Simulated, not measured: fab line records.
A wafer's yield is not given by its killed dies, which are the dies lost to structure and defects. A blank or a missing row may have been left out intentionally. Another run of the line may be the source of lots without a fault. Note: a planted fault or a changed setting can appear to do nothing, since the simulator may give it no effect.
fab line records | flow gf180mcu | part 2 of 2: steps 26 to 35 of 35
record lots=5 | wafers=15 | last-day=34
route steps=602 shown CONTACT@306 M1@315 V1@335
lots untouched by any fault: they come from a run of this same line in which no faults occurred
start-h: start of the lot's first displayed wafer, in hours after the record's first day | wait-h: hours elapsed since this lot's preceding step | " as in the row above | L1.1+2: one row covering several wafers at once | - no value, or no start was given | * or withheld: withheld | < > ~ a bound
route shown NAME@n: names a module that has steps shown in the file, with the first one's number in the route | usual: average and standard deviation across the fault-free wafers | same: alike in all rows | chamber/n: place in a boat | sites: each site's reading | _std_site: standard deviation across them | _edge_site: mean of outer sites minus mean of inner sites | radius-mm: how far each site lies from the wafer's centre | mask NAME#n: copy n | behind: tool/chamber where the wafer was last shaped | hold: what put the lot on hold/how long, in hours/how the hold closed | device: the n, p or np transistor that did not switch | end of line: tests run on the same wafers once the route is complete | step lacking rows: just its recipe | killed: not the wafer's yield, but the dies lost to structure and defects at the first sort | map: a wafer's dies, x killed, . not, _ none there
set.NAME: the setting that was run; set.NAME@STEP: the one run at that earlier step | model.NAME: the simulator's own value behind a step, which no gauge read
lots at some steps of the route; a table a step, a row a wafer
services: when a tool's chamber went out of use (start-h, in hours from the record's first day, below 0 if earlier), for how many hours, and the reason
## steps
# step GF_M1_METAL_ETCH_16
# recipe chemistry=Cl2/BCl3 | mask-material=KrF | target-depth-nm=750.8 | stop-on=SiO2 | pressure-mtorr=8 | icp-w=800 | bias-w=140 | Cl2_flow_sccm=80 | bcl3-flow-sccm=40 | time-s=125.1
# usual drypump-motor-current-A=5.90/0.24 | oes-product-au=0.989/0.005 | throttle-valve-pct=28.232/0.0092
lot.wafer | tool         | chamber | start-h | wait-h | drypump-motor-current-A | oes-product-au | rf-hours-counter-h | throttle-valve-pct
L074.3    | rie-metal-03 | 0       | 389.76  | 0.1    | 5.98                    | 0.986          | -                  | 28.231
L074.4    | "            | 1       | "       | "      | 5.68                    | 1.000          | -                  | 28.235
L074.5    | "            | 1       | "       | "      | 5.67                    | 0.994          | -                  | 28.242
L079.3    | rie-metal-02 | 0       | 432.89  | 0.1    | 6.42                    | 0.990          | -                  | 28.239
L079.4    | "            | 0       | "       | "      | 6.40                    | 0.994          | -                  | 28.220
L079.6    | "            | 0       | "       | "      | 6.40                    | 0.993          | -                  | 28.225
L089.1    | rie-metal-03 | 1       | 525.72  | 0.0    | 5.65                    | 0.984          | 6.1                | 28.224
L089.3    | "            | 0       | "       | "      | 5.95                    | 0.986          | -                  | 28.225
L089.6    | "            | 1       | "       | "      | 5.65                    | 0.986          | -                  | 28.231
L091.4    | rie-metal-03 | 1       | 535.14  | 0.1    | 5.66                    | 0.989          | -                  | 28.225
L091.5    | "            | 1       | "       | "      | 5.64                    | 0.987          | -                  | 28.219
L091.6    | "            | 1       | "       | "      | 5.64                    | 0.992          | -                  | 28.242
L096.1    | rie-metal-03 | 1       | 577.87  | 0.0    | 5.67                    | 0.992          | 7.5                | 28.248
L096.4    | "            | 1       | "       | "      | 5.63                    | 0.990          | -                  | 28.246
L096.6    | "            | 1       | "       | "      | 5.66                    | 0.982          | -                  | 28.233
# step GF_M1_STRIP_17
# recipe chemistry=O2/N2 | power-w=1400 | pressure-mtorr=1500 | platen-temp-c=250 | o2-flow-sccm=3000 | n2-flow-sccm=300 | overash-fraction=0.5
# usual drypump-motor-current-A=5.5/0.4 | heater-power-w=338/23 | oes-product-au=0.539/0.0046 | strip-time-to-endpoint-s=7.42/0.038
lot.wafer | tool            | chamber | start-h | wait-h | drypump-motor-current-A | heater-power-w | oes-product-au | rf-hours-counter-h | strip-time-to-endpoint-s
L074.3    | plasma-asher-02 | 1       | 389.88  | 0.1    | 5.6                     | 346            | 0.538          | -                  | 7.38
L074.4    | "               | 0       | "       | "      | 6.1                     | 357            | 0.543          | -                  | 7.36
L074.5    | "               | 0       | "       | "      | 6.1                     | 347            | 0.529          | -                  | 7.37
L079.3    | plasma-asher-03 | 1       | 433.10  | 0.2    | 5.4                     | 316            | 0.541          | -                  | 7.42
L079.4    | "               | 0       | "       | "      | 4.9                     | 338            | 0.535          | -                  | 7.44
L079.6    | "               | 0       | "       | "      | 4.9                     | 351            | 0.542          | -                  | 7.42
L089.1    | plasma-asher-02 | 1       | 525.85  | 0.1    | 5.6                     | 350            | 0.537          | 43                 | 7.44
L089.3    | "               | 1       | "       | "      | 5.6                     | 356            | 0.546          | -                  | 7.48
L089.6    | "               | 1       | "       | "      | 5.6                     | 342            | 0.544          | -                  | 7.44
L091.4    | plasma-asher-04 | 0       | 535.30  | 0.1    | 5.2                     | 369            | 0.539          | -                  | 7.44
L091.5    | "               | 1       | "       | "      | 5.8                     | 296            | 0.535          | -                  | 7.43
L091.6    | "               | 0       | "       | "      | 5.2                     | 379            | 0.546          | -                  | 7.42
L096.1    | plasma-asher-03 | 0       | 578.00  | 0.1    | 4.9                     | 337            | 0.538          | 92                 | 7.40
L096.4    | "               | 1       | "       | "      | 5.4                     | 324            | 0.533          | -                  | 7.41
L096.6    | "               | 1       | "       | "      | 5.4                     | 320            | 0.538          | -                  | 7.41
# step GF_M1_STRIP_18
# recipe chemistry=post-etch-residue-remover | time-s=1200 | temp-c=72.5
lot.wafer  | tool         | chamber | start-h | wait-h
L074.3+4+5 | wet-bench-02 | 2       | 389.95  | 0.0
L079.3+4+6 | wet-bench-02 | 3       | 433.16  | 0.0
L089.1+3+6 | wet-bench-02 | 0       | 525.95  | 0.1
L091.4+5+6 | wet-bench-01 | 0       | 535.37  | 0.0
L096.1+4+6 | wet-bench-04 | 2       | 578.10  | 0.1
# step GF_M1_CLEAN_19
# recipe chemistry=DIW | dry=n2-spin
lot.wafer  | tool         | chamber | start-h | wait-h
L074.3+4+5 | wet-bench-01 | 1       | 390.29  | 0.0
L079.3+4+6 | wet-bench-01 | 2       | 433.54  | 0.0
L089.1+3+6 | wet-bench-04 | 0       | 526.29  | 0.0
L091.4+5+6 | wet-bench-02 | 1       | 535.74  | 0.0
L096.1+4+6 | wet-bench-02 | 1       | 578.47  | 0.0
# step GF_V1_CVD_00
# recipe material=SiO2 | target-thk-nm=600 | sigma-open-frac=0.3 | temp-c=400 | time-s=100 | sih4-flow-sccm=60 | pressure-mtorr=6
# usual pressure-mtorr=6.000/0.011
lot.wafer | tool      | chamber | start-h | wait-h | pressure-mtorr
L074.3    | hdpcvd-01 | 2       | 390.47  | 0.0    | 5.986
L074.4    | "         | 1       | "       | "      | 6.015
L074.5    | "         | 2       | "       | "      | 6.000
L079.3    | hdpcvd-02 | 1       | 433.63  | 0.0    | 5.999
L079.4    | "         | 2       | "       | "      | 5.991
L079.6    | "         | 1       | "       | "      | 6.003
L089.1    | hdpcvd-02 | 1       | 526.38  | 0.0    | 5.999
L089.3    | "         | 0       | "       | "      | 6.013
L089.6    | "         | 2       | "       | "      | 5.990
L091.4    | hdpcvd-02 | 0       | 535.87  | 0.0    | 5.985
L091.5    | "         | 2       | "       | "      | 5.982
L091.6    | "         | 1       | "       | "      | 5.991
L096.1    | hdpcvd-01 | 0       | 578.57  | 0.0    | 5.999
L096.4    | "         | 0       | "       | "      | 6.006
L096.6    | "         | 1       | "       | "      | 5.983
# step GF_V1_THK_MEAS_01
# recipe reads=SiO2_of_V1_CVD_00
# usual V1_CVD_00_THK=601/6.5
lot.wafer | tool          | chamber | start-h | wait-h | V1_CVD_00_THK[nm]
L074.3    | film-metro-04 | -       | 390.57  | 0.1    | 599
L074.4    | "             | -       | "       | "      | 601
L074.5    | "             | -       | "       | "      | 599
L079.3    | film-metro-01 | -       | 433.72  | 0.1    | 604
L079.4    | "             | -       | "       | "      | 599
L079.6    | "             | -       | "       | "      | 607
L089.1    | film-metro-01 | -       | 526.45  | 0.0    | 605
L089.3    | "             | -       | "       | "      | 608
L089.6    | "             | -       | "       | "      | 616
L091.4    | film-metro-02 | -       | 535.94  | 0.0    | 604
L091.5    | "             | -       | "       | "      | 603
L091.6    | "             | -       | "       | "      | 603
L096.1    | film-metro-01 | -       | 578.67  | 0.1    | 597
L096.4    | "             | -       | "       | "      | 598
L096.6    | "             | -       | "       | "      | 589
# step GF_V1_CVD_02
# recipe material=SiO2 | target-thk-nm=850 | precursor=TEOS | temp-c=400 | time-s=94.851 | rf-w=600
# usual heater-power-w=647/79
lot.wafer | tool     | chamber | start-h | wait-h | heater-power-w
L074.3    | pecvd-04 | 2       | 390.61  | 0.0    | 652
L074.4    | "        | 1       | "       | "      | 701
L074.5    | "        | 2       | "       | "      | 705
L079.3    | pecvd-02 | 1       | 433.76  | 0.0    | 647
L079.4    | "        | 2       | "       | "      | 604
L079.6    | "        | 0       | "       | "      | 622
L089.1    | pecvd-02 | 2       | 526.51  | 0.1    | 753
L089.3    | "        | 0       | "       | "      | 670
L089.6    | "        | 0       | "       | "      | 543
L091.4    | pecvd-01 | 1       | 536.01  | 0.1    | 625
L091.5    | "        | 2       | "       | "      | 702
L091.6    | "        | 0       | "       | "      | 510
L096.1    | pecvd-02 | 2       | 578.73  | 0.1    | 752
L096.4    | "        | 1       | "       | "      | 746
L096.6    | "        | 0       | "       | "      | 632
# step GF_V1_THK_MEAS_03
# recipe reads=SiO2_of_V1_CVD_02
# usual V1_CVD_02_THK=845/10
lot.wafer | tool          | chamber | start-h | wait-h | V1_CVD_02_THK[nm]
L074.3    | film-metro-02 | -       | 390.69  | 0.1    | 839
L074.4    | "             | -       | "       | "      | 848
L074.5    | "             | -       | "       | "      | 845
L079.3    | film-metro-04 | -       | 433.85  | 0.1    | 839
L079.4    | "             | -       | "       | "      | 860
L079.6    | "             | -       | "       | "      | 855
L089.1    | film-metro-04 | -       | 526.58  | 0.0    | 852
L089.3    | "             | -       | "       | "      | 851
L089.6    | "             | -       | "       | "      | 859
L091.4    | film-metro-02 | -       | 536.07  | 0.0    | 845
L091.5    | "             | -       | "       | "      | 862
L091.6    | "             | -       | "       | "      | 850
L096.1    | film-metro-01 | -       | 578.80  | 0.0    | 846
L096.4    | "             | -       | "       | "      | 856
L096.6    | "             | -       | "       | "      | 848
# step GF_V1_CMP_04
# recipe material=SiO2 | down-force-psi=4 | platen-rpm=60 | pad-velocity-m-s=0.94248
# usual head-pressure-psi=4.000/0.0072 | motor-current-A=11.8/1.1 | time-to-endpoint-s=78/4.9
lot.wafer | tool   | chamber | start-h | wait-h | head-pressure-psi | motor-current-A | time-to-endpoint-s
L074.4    | cmp-01 | 3       | 391.11  | 0.4    | 4.000             | 13.8            | 89
L074.3    | "      | 0       | "       | "      | 4.002             | 11.0            | 83
L074.5    | "      | 3       | "       | "      | 3.989             | 12.6            | 89
L079.4    | cmp-02 | 0       | 433.89  | 0.0    | 3.998             | 11.1            | 82
L079.3    | "      | 2       | "       | "      | 4.011             | 11.0            | 77
L079.6    | "      | 1       | "       | "      | 3.995             | 12.7            | 84
L089.1    | cmp-01 | 2       | 531.76  | 5.2    | 4.003             | 10.7            | 81
L089.3    | "      | 3       | "       | "      | 3.997             | 12.9            | 86
L089.6    | "      | 3       | "       | "      | 4.005             | 12.9            | 87
L091.4    | cmp-02 | 2       | 536.10  | 0.0    | 4.001             | 11.1            | 79
L091.5    | "      | 2       | "       | "      | 4.002             | 10.5            | 84
L091.6    | "      | 3       | "       | "      | 3.995             | 12.1            | 87
L096.1    | cmp-02 | 1       | 578.86  | 0.1    | 4.014             | 12.5            | 75
L096.4    | "      | 2       | "       | "      | 3.990             | 10.6            | 77
L096.6    | "      | 1       | "       | "      | 4.005             | 13.1            | 77
# step GF_V1_BOW_MEAS_05
# recipe mode=bow
# usual V1_BOW=83/7.1
lot.wafer | tool          | chamber | start-h | wait-h | V1_BOW[um]
L074.3    | film-metro-02 | -       | 391.40  | 0.2    | 82
L074.4    | "             | -       | "       | "      | 85
L074.5    | "             | -       | "       | "      | 89
L079.3    | film-metro-01 | -       | 434.23  | 0.2    | 91
L079.4    | "             | -       | "       | "      | 83
L079.6    | "             | -       | "       | "      | 88
L089.1    | film-metro-04 | -       | 532.06  | 0.2    | 86
L089.3    | "             | -       | "       | "      | 96
L089.6    | "             | -       | "       | "      | 81
L091.4    | film-metro-04 | -       | 536.46  | 0.3    | 91
L091.5    | "             | -       | "       | "      | 84
L091.6    | "             | -       | "       | "      | 77
L096.1    | film-metro-01 | -       | 579.16  | 0.2    | 71
L096.4    | "             | -       | "       | "      | 89
L096.6    | "             | -       | "       | "      | 71
## services
tool           | chamber | start-h | hours | kind
rie-metal-03   | -       | 346.67  | 14.6  | pm
cmp-02         | -       | 346.96  | 2.9   | pm
cmp-01         | -       | 355.97  | 7.7   | repair
pvd-sputter-02 | -       | 356.47  | 5.4   | repair
krf-scanner-02 | -       | 358.77  | 1.3   | pm
pvd-sputter-04 | -       | 360.43  | 8.0   | repair
cmp-01         | -       | 364.53  | 9.8   | pm
pvd-sputter-02 | -       | 377.59  | 3.9   | repair
cmp-02         | -       | 386.74  | 5.5   | pm
krf-scanner-02 | -       | 388.24  | 1.0   | pm
wet-bench-03   | -       | 389.80  | 1.5   | repair
pvd-sputter-01 | -       | 399.13  | 13.1  | repair
pvd-sputter-02 | -       | 403.85  | 1.4   | repair
cmp-01         | -       | 404.13  | 4.0   | pm
pvd-sputter-04 | -       | 414.86  | 3.9   | repair
cmp-02         | -       | 443.01  | 1.0   | repair
cmp-01         | -       | 455.56  | 2.2   | repair
wet-bench-02   | -       | 486.38  | 6.5   | repair
krf-scanner-02 | -       | 490.82  | 0.8   | pm
cmp-01         | -       | 491.86  | 1.1   | repair
pvd-sputter-02 | -       | 496.57  | 5.7   | repair
wet-bench-03   | -       | 513.02  | 2.1   | repair
cmp-02         | -       | 559.48  | 0.5   | repair
cmp-02         | -       | 572.05  | 4.0   | pm
